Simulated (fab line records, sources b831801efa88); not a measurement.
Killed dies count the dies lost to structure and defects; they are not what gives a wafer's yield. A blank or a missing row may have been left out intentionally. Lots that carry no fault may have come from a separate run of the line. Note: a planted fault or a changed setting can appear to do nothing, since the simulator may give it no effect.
fab line records    flow gf180mcu    part 1 of 2: steps 1 to 27 of 35
record lots=5  wafers=15  last_day=33
route steps=602 shown M3@419 V3@429
lots that met no fault: taken from a fault-free run of the same line
start_h: start of the lot's first displayed wafer, in hours after the record's first day    wait_h: hours elapsed since this lot's preceding step    " unchanged from the row above    L1.1+2: a single row standing in for several wafers    - no value present, or no start provided    * or withheld: withheld    < > ~ a bound
route shown NAME@n: a module of which the file shows steps, and the number in the route of the first    usual: average and standard deviation across the fault-free wafers    same: alike in all rows    chamber/n: place in a boat    sites: each site's reading    _std_site: standard deviation across them    _edge_site: mean of outer sites minus mean of inner sites    radius_mm: for every site, how far away it sits from the centre of the wafer    mask NAME#n: copy n    behind: tool/chamber where the wafer was last shaped    hold: reason for holding the lot/hours on hold/outcome of the hold    device: the transistor (n, p or np) that didn't switch    end of line: the route-end tests of the same wafers    for a step that has no rows: nothing shown but its recipe    killed: count of dies lost to structure and defects at first sort (not the wafer's yield)    map: a wafer's dies, marking killed ones x, the rest . and places with no die _
set.NAME: the setting that was run; set.NAME@STEP: the one run at that earlier step    model.NAME: the simulator's own value behind a step, which no gauge read
lots seen at some steps along the route; tables by step, rows by wafer
services: from which hour (start_h, from the record's first day; less than 0 if before it) a tool's chamber was out of use, for how many hours, and why
## steps
# step GF_M3_SOFTBAKE_10
# recipe temp_c=130  time_s=60  resist=KrF
# usual resist_line_temp_C=23.00/0.11
lot.wafer  tool            chamber  start_h  wait_h  resist_line_temp_C
L074.3     litho_track-03  0        472.79   0.1     23.04
L074.4     "               0        "        "       23.07
L074.6     "               0        "        "       23.05
L075.2     litho_track-03  0        486.02   0.1     22.85
L075.5     "               0        "        "       23.08
L075.6     "               0        "        "       22.93
L083.2     litho_track-02  0        561.01   0.1     22.96
L083.4     "               0        "        "       23.19
L083.6     "               0        "        "       23.00
L088.1     litho_track-01  0        593.28   0.1     23.02
L088.4     "               0        "        "       22.93
L088.6     "               0        "        "       22.88
L092.2     litho_track-02  0        626.26   0.1     22.99
L092.4     "               0        "        "       23.01
L092.6     "               0        "        "       23.04
# step GF_M3_EXPOSE_11
# recipe mask_id=Metal3  target_cd_nm=280  na=0.68  source_shape=conventional  sigma_outer=0.6  dose_mj=28
lot.wafer   tool            chamber  start_h  wait_h  mask
L074.3+4+6  krf_scanner-02  0        -        -       Metal3#0
L075.2+5+6  krf_scanner-01  0        -        -       Metal3#0
L083.2+4+6  krf_scanner-02  0        -        -       Metal3#0
L088.1+4+6  krf_scanner-02  0        -        -       Metal3#0
L092.2+4+6  krf_scanner-02  0        -        -       Metal3#0
# step GF_M3_PEB_12
# recipe peb_temp_c=135  peb_time_s=90  resist=KrF
# usual resist_line_temp_C=23.01/0.096
lot.wafer  tool            chamber  start_h  wait_h  resist_line_temp_C
L074.3     litho_track-02  0        -        -       23.03
L074.4     "               0        "        "       23.10
L074.6     "               0        "        "       23.02
L075.2     litho_track-03  0        -        -       23.05
L075.5     "               0        "        "       22.87
L075.6     "               0        "        "       23.03
L083.2     litho_track-01  0        -        -       23.09
L083.4     "               0        "        "       22.91
L083.6     "               0        "        "       23.06
L088.1     litho_track-01  0        -        -       22.92
L088.4     "               0        "        "       22.93
L088.6     "               0        "        "       22.95
L092.2     litho_track-03  0        -        -       22.95
L092.4     "               0        "        "       22.95
L092.6     "               0        "        "       23.07
# step GF_M3_DEVELOP_13
# recipe develop_time_s=60  dev_temp_c=21
# usual resist_line_temp_C=22.99/0.12
lot.wafer  tool            chamber  start_h  wait_h  resist_line_temp_C
L074.3     litho_track-02  0        484.19   0.1     22.98
L074.4     "               0        "        "       23.16
L074.6     "               0        "        "       23.00
L075.2     litho_track-03  0        497.97   0.2     22.91
L075.5     "               0        "        "       22.98
L075.6     "               0        "        "       22.80
L083.2     litho_track-01  0        572.35   0.2     22.84
L083.4     "               0        "        "       23.05
L083.6     "               0        "        "       23.02
L088.1     litho_track-01  0        603.63   0.2     22.98
L088.4     "               0        "        "       23.16
L088.6     "               0        "        "       22.76
L092.2     litho_track-03  0        636.66   0.2     22.94
L092.4     "               0        "        "       23.07
L092.6     "               0        "        "       23.00
# step GF_M3_CD_MEAS_14
# recipe target_cd_nm=280
# usual cd_nm=280.1/1.2
lot.wafer  tool       chamber  start_h  wait_h  cd_nm
L074.3     cd_sem-01  -        484.33   0.1     279.9
L074.4     "          -        "        "       279.8
L074.6     "          -        "        "       280.8
L075.2     cd_sem-01  -        498.11   0.1     280.6
L075.5     "          -        "        "       281.1
L075.6     "          -        "        "       280.2
L083.2     cd_sem-02  -        572.50   0.1     280.4
L083.4     "          -        "        "       280.4
L083.6     "          -        "        "       281.0
L088.1     cd_sem-02  -        603.78   0.1     278.7
L088.4     "          -        "        "       278.4
L088.6     "          -        "        "       278.8
L092.2     cd_sem-02  -        636.81   0.1     280.3
L092.4     "          -        "        "       280.8
L092.6     "          -        "        "       280.4
# step GF_M3_OVL_MEAS_15
# usual M3_OVL=-1/4.9
lot.wafer  tool        chamber  start_h  wait_h  M3_OVL[nm]
L074.3     overlay-01  -        484.42   0.1     -9
L074.4     "           -        "        "       -10
L074.6     "           -        "        "       -7
L075.2     overlay-01  -        498.22   0.1     -1
L075.5     "           -        "        "       3
L075.6     "           -        "        "       -3
L083.2     overlay-01  -        572.61   0.1     -1
L083.4     "           -        "        "       -2
L083.6     "           -        "        "       -3
L088.1     overlay-01  -        603.90   0.1     2
L088.4     "           -        "        "       -1
L088.6     "           -        "        "       3
L092.2     overlay-02  -        636.91   0.1     -3
L092.4     "           -        "        "       -8
L092.6     "           -        "        "       -2
# step GF_M3_METAL_ETCH_16
# recipe chemistry=Cl2/BCl3  mask_material=KrF  target_depth_nm=627.5  stop_on=SiO2  pressure_mtorr=8  icp_w=800  bias_w=140  Cl2_flow_sccm=80  bcl3_flow_sccm=40  time_s=104.6
# usual drypump_motor_current_A=6.00/0.25  oes_product_au=0.972/0.0064  throttle_valve_pct=28.248/0.01
lot.wafer  tool          chamber  start_h  wait_h  drypump_motor_current_A  oes_product_au  rf_hours_counter_h  throttle_valve_pct
L074.3     rie_metal-02  0        484.48   0.1     6.16                     0.982           -                   28.257
L074.4     "             1        "        "       5.97                     0.970           -                   28.246
L074.6     "             1        "        "       5.97                     0.969           -                   28.249
L075.2     rie_metal-02  0        498.25   0.0     6.15                     0.975           11                  28.237
L075.5     "             0        "        "       6.14                     0.965           -                   28.249
L075.6     "             1        "        "       5.97                     0.978           -                   28.238
L083.2     rie_metal-04  1        572.64   0.0     5.72                     0.981           6                   28.237
L083.4     "             1        "        "       5.69                     0.977           -                   28.220
L083.6     "             1        "        "       5.71                     0.984           -                   28.237
L088.1     rie_metal-03  0        603.94   0.0     6.41                     0.970           0                   28.271
L088.4     "             0        "        "       6.42                     0.973           -                   28.256
L088.6     "             0        "        "       6.39                     0.969           -                   28.241
L092.2     rie_metal-02  1        636.94   0.0     6.00                     0.971           3                   28.256
L092.4     "             1        "        "       5.99                     0.979           -                   28.236
L092.6     "             0        "        "       6.13                     0.979           -                   28.251
# step GF_M3_STRIP_17
# recipe chemistry=O2/N2  power_w=1400  pressure_mtorr=1500  platen_temp_c=250  o2_flow_sccm=3000  n2_flow_sccm=300  overash_fraction=0.5
# usual drypump_motor_current_A=6.0/0.47  heater_power_w=311/42  oes_product_au=0.558/0.0049  strip_time_to_endpoint_s=7.89/0.031
lot.wafer  tool             chamber  start_h  wait_h  drypump_motor_current_A  heater_power_w  oes_product_au  rf_hours_counter_h  strip_time_to_endpoint_s
L074.3     plasma_asher-04  0        484.59   0.1     6.3                      302             0.549           -                   7.89
L074.4     "                1        "        "       5.3                      320             0.547           -                   7.91
L074.6     "                1        "        "       5.3                      313             0.563           -                   7.94
L075.2     plasma_asher-03  0        498.36   0.1     6.3                      249             0.566           87                  7.90
L075.5     "                0        "        "       6.3                      245             0.555           -                   7.90
L075.6     "                1        "        "       6.5                      354             0.563           -                   7.90
L083.2     plasma_asher-03  1        572.75   0.1     6.5                      367             0.555           96                  7.87
L083.4     "                1        "        "       6.5                      361             0.556           -                   7.92
L083.6     "                0        "        "       6.2                      250             0.564           -                   7.87
L088.1     plasma_asher-04  1        604.16   0.2     5.3                      323             0.554           82                  7.90
L088.4     "                1        "        "       5.3                      321             0.562           -                   7.88
L088.6     "                1        "        "       5.3                      320             0.555           -                   7.89
L092.2     plasma_asher-04  0        637.06   0.1     6.2                      301             0.560           85                  7.89
L092.4     "                1        "        "       5.3                      314             0.562           -                   7.88
L092.6     "                0        "        "       6.3                      295             0.556           -                   7.89
# step GF_M3_STRIP_18
# recipe chemistry=post_etch_residue_remover  time_s=1200  temp_c=72.5
# usual bath_guard_temp_C=72.4/0.53  bath_heat_duty_pct=15.0/1.1  temp_c=72.50/0.11
lot.wafer  tool          chamber  start_h  wait_h  bath_guard_temp_C  bath_heat_duty_pct  temp_c
L074.3     wet_bench-01  2        484.65   0.0     72.9               15.3                72.41
L074.4     "             2        "        "       72.9               14.9                72.60
L074.6     "             2        "        "       72.8               15.5                72.51
L075.2     wet_bench-02  1        498.46   0.1     72.7               14.8                72.69
L075.5     "             1        "        "       72.2               12.4                72.76
L075.6     "             1        "        "       72.9               15.3                72.52
L083.2     wet_bench-01  3        572.85   0.1     71.3               13.5                72.42
L083.4     "             3        "        "       71.5               13.5                72.49
L083.6     "             3        "        "       71.2               15.6                72.54
L088.1     wet_bench-03  1        604.26   0.1     72.5               15.1                72.65
L088.4     "             1        "        "       72.3               13.5                72.56
L088.6     "             1        "        "       72.5               16.5                72.55
L092.2     wet_bench-01  2        637.16   0.1     73.4               15.0                72.44
L092.4     "             2        "        "       72.9               15.6                72.47
L092.6     "             2        "        "       72.7               15.7                72.42
# step GF_M3_CLEAN_19
# recipe chemistry=DIW  dry=n2_spin
lot.wafer   tool          chamber  start_h  wait_h
L074.3+4+6  wet_bench-02  0        484.99   0.0
L075.2+5+6  wet_bench-03  0        498.83   0.0
L083.2+4+6  wet_bench-03  1        573.19   0.0
L088.1+4+6  wet_bench-01  2        604.63   0.0
L092.2+4+6  wet_bench-02  1        637.56   0.0
# step GF_V3_CVD_00
# recipe material=SiO2  target_thk_nm=600  sigma_open_frac=0.3  temp_c=400  time_s=100  sih4_flow_sccm=60  pressure_mtorr=6
lot.wafer   tool       chamber  start_h  wait_h
L074.3+4+6  hdpcvd-01  1,0,2    485.09   0.0
L075.2+5+6  hdpcvd-02  2,2,0    498.92   0.0
L083.2+4+6  hdpcvd-02  0,1,0    573.28   0.0
L088.1+4+6  hdpcvd-01  1,2,1    604.72   0.0
L092.2+4+6  hdpcvd-02  1,0,1    637.66   0.0
# step GF_V3_THK_MEAS_01
# recipe reads=SiO2_of_V3_CVD_00
# usual V3_CVD_00_THK=600/5.5
lot.wafer  tool           chamber  start_h  wait_h  V3_CVD_00_THK[nm]
L074.3     film_metro-03  -        485.18   0.1     603
L074.4     "              -        "        "       611
L074.6     "              -        "        "       609
L075.2     film_metro-02  -        499.01   0.0     607
L075.5     "              -        "        "       608
L075.6     "              -        "        "       601
L083.2     film_metro-04  -        573.36   0.0     595
L083.4     "              -        "        "       604
L083.6     "              -        "        "       598
L088.1     film_metro-04  -        604.80   0.0     594
L088.4     "              -        "        "       594
L088.6     "              -        "        "       600
L092.2     film_metro-03  -        637.74   0.0     603
L092.4     "              -        "        "       595
L092.6     "              -        "        "       596
# step GF_V3_CVD_02
# recipe material=SiO2  target_thk_nm=850  precursor=TEOS  temp_c=400  time_s=94.851  rf_w=600
# usual heater_power_w=616/75
lot.wafer  tool      chamber  start_h  wait_h  heater_power_w
L074.3     pecvd-01  0        485.22   0.0     544
L074.4     "         1        "        "       693
L074.6     "         0        "        "       604
L075.2     pecvd-03  1        499.06   0.0     691
L075.5     "         1        "        "       556
L075.6     "         0        "        "       548
L083.2     pecvd-03  0        573.41   0.0     569
L083.4     "         1        "        "       559
L083.6     "         2        "        "       639
L088.1     pecvd-03  1        604.86   0.1     641
L088.4     "         0        "        "       553
L088.6     "         2        "        "       525
L092.2     pecvd-03  2        637.79   0.0     673
L092.4     "         1        "        "       669
L092.6     "         0        "        "       536
# step GF_V3_THK_MEAS_03
# recipe reads=SiO2_of_V3_CVD_02
# usual V3_CVD_02_THK=850/11
lot.wafer  tool           chamber  start_h  wait_h  V3_CVD_02_THK[nm]
L074.3     film_metro-04  -        485.31   0.1     844
L074.4     "              -        "        "       847
L074.6     "              -        "        "       852
L075.2     film_metro-03  -        499.13   0.0     856
L075.5     "              -        "        "       859
L075.6     "              -        "        "       849
L083.2     film_metro-03  -        573.49   0.0     843
L083.4     "              -        "        "       859
L083.6     "              -        "        "       856
L088.1     film_metro-02  -        604.93   0.0     836
L088.4     "              -        "        "       867
L088.6     "              -        "        "       857
L092.2     film_metro-02  -        637.87   0.0     838
L092.4     "              -        "        "       850
L092.6     "              -        "        "       857
# step GF_V3_CMP_04
# recipe material=SiO2  down_force_psi=4  platen_rpm=60  pad_velocity_m_s=0.94248
# usual motor_current_A=11.9/1.3  slurry_flow_ml_min=150.0/0.42  time_to_endpoint_s=79/5.3
lot.wafer  tool    chamber  start_h  wait_h  motor_current_A  slurry_flow_ml_min  time_to_endpoint_s
L074.4     cmp-02  1        485.35   0.0     12.1             149.5               76
L074.3     "       3        "        "       14.4             150.0               77
L074.6     "       1        "        "       11.8             149.9               79
L075.2     cmp-01  1        499.33   0.2     11.6             149.9               78
L075.5     "       2        "        "       12.3             149.4               78
L075.6     "       3        "        "       11.2             150.0               82
L083.4     cmp-01  1        573.84   0.3     11.4             150.1               85
L083.2     "       3        "        "       10.9             149.6               78
L083.6     "       0        "        "       11.5             150.9               81
L088.4     cmp-01  0        605.04   0.1     11.6             150.2               88
L088.1     "       2        "        "       12.4             149.9               70
L088.6     "       0        "        "       10.8             150.3               80
L092.4     cmp-02  1        638.02   0.1     11.3             150.3               74
L092.2     "       2        "        "       13.0             150.4               68
L092.6     "       0        "        "       10.4             150.4               79
# step GF_V3_BOW_MEAS_05
# recipe mode=bow
# usual V3_BOW=114/8.2
lot.wafer  tool           chamber  start_h  wait_h  V3_BOW[um]
L074.3     film_metro-04  -        485.69   0.2     113
L074.4     "              -        "        "       118
L074.6     "              -        "        "       110
L075.2     film_metro-04  -        499.50   0.1     122
L075.5     "              -        "        "       111
L075.6     "              -        "        "       105
L083.2     film_metro-04  -        574.11   0.1     104
L083.4     "              -        "        "       109
L083.6     "              -        "        "       109
L088.1     film_metro-03  -        605.29   0.1     115
L088.4     "              -        "        "       113
L088.6     "              -        "        "       115
L092.2     film_metro-02  -        638.24   0.1     114
L092.4     "              -        "        "       110
L092.6     "              -        "        "       107
# step GF_V3_DEHYDRATE_06
# recipe temp_c=200  time_s=60
# usual resist_line_temp_C=22.94/0.11
lot.wafer  tool            chamber  start_h  wait_h  resist_line_temp_C
L074.3     litho_track-04  0        497.29   11.6    22.97
L074.4     "               0        "        "       22.86
L074.6     "               0        "        "       22.92
L075.2     litho_track-01  0        510.16   10.6    22.92
L075.5     "               0        "        "       22.67
L075.6     "               0        "        "       22.90
L083.2     litho_track-04  0        584.21   10.1    22.63
L083.4     "               0        "        "       22.95
L083.6     "               0        "        "       22.76
L088.1     litho_track-04  0        615.04   9.7     23.03
L088.4     "               0        "        "       22.88
L088.6     "               0        "        "       22.92
L092.2     litho_track-03  0        647.36   9.1     22.65
L092.4     "               0        "        "       22.82
L092.6     "               0        "        "       22.86
# step GF_V3_HMDS_07
# recipe prime_time_s=60  prime_temp_c=120
# usual resist_line_temp_C=23.03/0.096
lot.wafer  tool            chamber  start_h  wait_h  resist_line_temp_C
L074.3     litho_track-04  0        497.44   0.1     23.05
L074.4     "               0        "        "       22.95
L074.6     "               0        "        "       22.90
L075.2     litho_track-01  0        510.31   0.1     23.12
L075.5     "               0        "        "       23.09
L075.6     "               0        "        "       22.87
L083.2     litho_track-04  0        584.36   0.1     23.17
L083.4     "               0        "        "       22.97
L083.6     "               0        "        "       23.03
L088.1     litho_track-04  0        615.19   0.1     22.88
L088.4     "               0        "        "       23.15
L088.6     "               0        "        "       23.16
L092.2     litho_track-03  0        647.51   0.1     22.87
L092.4     "               0        "        "       23.14
L092.6     "               0        "        "       22.97
# step GF_V3_COAT_08
# recipe resist=BARC  temp_c=withheld  time_s=withheld  spin_rpm=withheld  resist_thk_nm=withheld
# usual resist_line_temp_C=*
lot.wafer  tool            chamber  start_h  wait_h  resist_line_temp_C
L074.3     litho_track-04  0        497.59   0.1     *
L074.4     "               0        "        "       *
L074.6     "               0        "        "       *
L075.2     litho_track-01  0        510.46   0.1     *
L075.5     "               0        "        "       *
L075.6     "               0        "        "       *
L083.2     litho_track-04  0        584.51   0.1     *
L083.4     "               0        "        "       *
L083.6     "               0        "        "       *
L088.1     litho_track-04  0        615.34   0.1     *
L088.4     "               0        "        "       *
L088.6     "               0        "        "       *
L092.2     litho_track-03  0        647.66   0.1     *
L092.4     "               0        "        "       *
L092.6     "               0        "        "       *
# step GF_V3_COAT_09
# recipe resist=KrF  spin_rpm=withheld  resist_thk_nm=1000
# usual resist_line_temp_C=22.98/0.13
lot.wafer  tool            chamber  start_h  wait_h  resist_line_temp_C
L074.3     litho_track-04  0        -        -       22.76
L074.4     "               0        "        "       22.88
L074.6     "               0        "        "       22.77
L075.2     litho_track-01  0        -        -       23.05
L075.5     "               0        "        "       22.96
L075.6     "               0        "        "       23.24
L083.2     litho_track-04  0        -        -       22.95
L083.4     "               0        "        "       23.13
L083.6     "               0        "        "       22.99
L088.1     litho_track-04  0        -        -       22.97
L088.4     "               0        "        "       23.21
L088.6     "               0        "        "       22.99
L092.2     litho_track-03  0        -        -       22.91
L092.4     "               0        "        "       23.17
L092.6     "               0        "        "       22.95
# step GF_V3_SOFTBAKE_10
# recipe temp_c=130  time_s=60  resist=KrF
# usual resist_line_temp_C=23.00/0.11
lot.wafer  tool            chamber  start_h  wait_h  resist_line_temp_C
L074.3     litho_track-04  0        -        -       22.98
L074.4     "               0        "        "       23.02
L074.6     "               0        "        "       22.79
L075.2     litho_track-01  0        -        -       23.20
L075.5     "               0        "        "       23.11
L075.6     "               0        "        "       23.08
L083.2     litho_track-04  0        -        -       22.84
L083.4     "               0        "        "       22.83
L083.6     "               0        "        "       22.94
L088.1     litho_track-04  0        -        -       23.18
L088.4     "               0        "        "       23.05
L088.6     "               0        "        "       22.99
L092.2     litho_track-03  0        -        -       22.98
L092.4     "               0        "        "       22.89
L092.6     "               0        "        "       22.97
# step GF_V3_EXPOSE_11
# recipe mask_id=Via3  target_cd_nm=260  na=0.68  source_shape=conventional  sigma_outer=0.6  dose_mj=38
lot.wafer   tool            chamber  start_h  wait_h  mask
L074.3+4+6  krf_scanner-02  0        -        -       Via3#0
L075.2+5+6  krf_scanner-02  0        -        -       Via3#0
L083.2+4+6  krf_scanner-02  0        -        -       Via3#0
L088.1+4+6  krf_scanner-01  0        -        -       Via3#0
L092.2+4+6  krf_scanner-01  0        -        -       Via3#0
# step GF_V3_PEB_12
# recipe peb_temp_c=135  peb_time_s=90  resist=KrF
# usual resist_line_temp_C=23.00/0.12
lot.wafer  tool            chamber  start_h  wait_h  resist_line_temp_C
L074.3     litho_track-03  0        -        -       23.14
L074.4     "               0        "        "       23.13
L074.6     "               0        "        "       23.09
L075.2     litho_track-04  0        -        -       23.10
L075.5     "               0        "        "       22.99
L075.6     "               0        "        "       23.13
L083.2     litho_track-03  0        -        -       22.96
L083.4     "               0        "        "       23.02
L083.6     "               0        "        "       22.87
L088.1     litho_track-03  0        -        -       23.13
L088.4     "               0        "        "       22.91
L088.6     "               0        "        "       23.02
L092.2     litho_track-01  0        -        -       23.03
L092.4     "               0        "        "       22.96
L092.6     "               0        "        "       22.91
# step GF_V3_DEVELOP_13
# recipe develop_time_s=60  resist=KrF  dev_temp_c=21
# usual resist_line_temp_C=22.98/0.11
lot.wafer  tool            chamber  start_h  wait_h  resist_line_temp_C
L074.3     litho_track-03  0        509.69   0.1     23.10
L074.4     "               0        "        "       23.01
L074.6     "               0        "        "       22.92
L075.2     litho_track-04  0        522.57   0.2     23.18
L075.5     "               0        "        "       22.97
L075.6     "               0        "        "       23.04
L083.2     litho_track-03  0        595.16   0.2     22.80
L083.4     "               0        "        "       23.00
L083.6     "               0        "        "       22.89
L088.1     litho_track-03  0        625.24   0.2     23.12
L088.4     "               0        "        "       23.10
L088.6     "               0        "        "       23.01
L092.2     litho_track-01  0        657.70   0.2     22.93
L092.4     "               0        "        "       23.18
L092.6     "               0        "        "       23.08
# step GF_V3_CD_MEAS_14
# recipe target_cd_nm=260
# usual cd_nm=260.0/1.2
lot.wafer  tool       chamber  start_h  wait_h  cd_nm
L074.3     cd_sem-02  -        509.90   0.2     261.1
L074.4     "          -        "        "       260.6
L074.6     "          -        "        "       260.7
L075.2     cd_sem-01  -        522.71   0.1     259.9
L075.5     "          -        "        "       260.9
L075.6     "          -        "        "       261.9
L083.2     cd_sem-01  -        595.31   0.1     260.4
L083.4     "          -        "        "       259.2
L083.6     "          -        "        "       260.5
L088.1     cd_sem-01  -        625.39   0.1     258.9
L088.4     "          -        "        "       258.7
L088.6     "          -        "        "       257.7
L092.2     cd_sem-01  -        657.85   0.1     259.1
L092.4     "          -        "        "       259.9
L092.6     "          -        "        "       259.7
# step GF_V3_OVL_MEAS_15
# usual V3_OVL=3/5.2
lot.wafer  tool        chamber  start_h  wait_h  V3_OVL[nm]
L074.3     overlay-01  -        509.99   0.1     2
L074.4     "           -        "        "       1
L074.6     "           -        "        "       -2
L075.2     overlay-02  -        522.82   0.1     5
L075.5     "           -        "        "       13
L075.6     "           -        "        "       5
L083.2     overlay-01  -        595.44   0.1     -3
L083.4     "           -        "        "       -4
L083.6     "           -        "        "       -3
L088.1     overlay-01  -        625.51   0.1     2
L088.4     "           -        "        "       9
L088.6     "           -        "        "       1
L092.2     overlay-02  -        657.95   0.1     1
L092.4     "           -        "        "       5
L092.6     "           -        "        "       9
# step GF_V3_ETCH_16
# recipe chemistry=N2/H2  target_depth_a=withheld  overetch_a=withheld  time_s=withheld  target=BARC  ion_energy_ev=200  source_w=500  bias_w=100  pressure_mtorr=30  n2_flow_sccm=100  h2_flow_sccm=200
# usual drypump_motor_current_A=5.5/0.41  oes_product_au=0.855/0.0044  throttle_valve_pct=13.225/0.01
lot.wafer  tool         chamber  start_h  wait_h  drypump_motor_current_A  oes_product_au  throttle_valve_pct
L074.3     rie_diel-04  3        510.02   0.0     6.1                      0.847           13.226
L074.4     "            0        "        "       5.5                      0.853           13.225
L074.6     "            1        "        "       5.8                      0.859           13.228
L075.2     rie_diel-02  0        522.85   0.0     5.6                      0.855           13.214
L075.5     "            0        "        "       5.6                      0.855           13.238
L075.6     "            1        "        "       4.7                      0.850           13.232
L083.2     rie_diel-02  2        595.47   0.0     6.1                      0.863           13.217
L083.4     "            3        "        "       5.3                      0.852           13.217
L083.6     "            3        "        "       5.4                      0.853           13.239
L088.1     rie_diel-02  1        625.54   0.0     4.8                      0.849           13.222
L088.4     "            2        "        "       6.1                      0.857           13.225
L088.6     "            2        "        "       6.1                      0.864           13.220
L092.2     rie_diel-03  0        657.98   0.0     5.7                      0.852           13.215
L092.4     "            1        "        "       5.4                      0.853           13.230
L092.6     "            2        "        "       5.3                      0.854           13.234
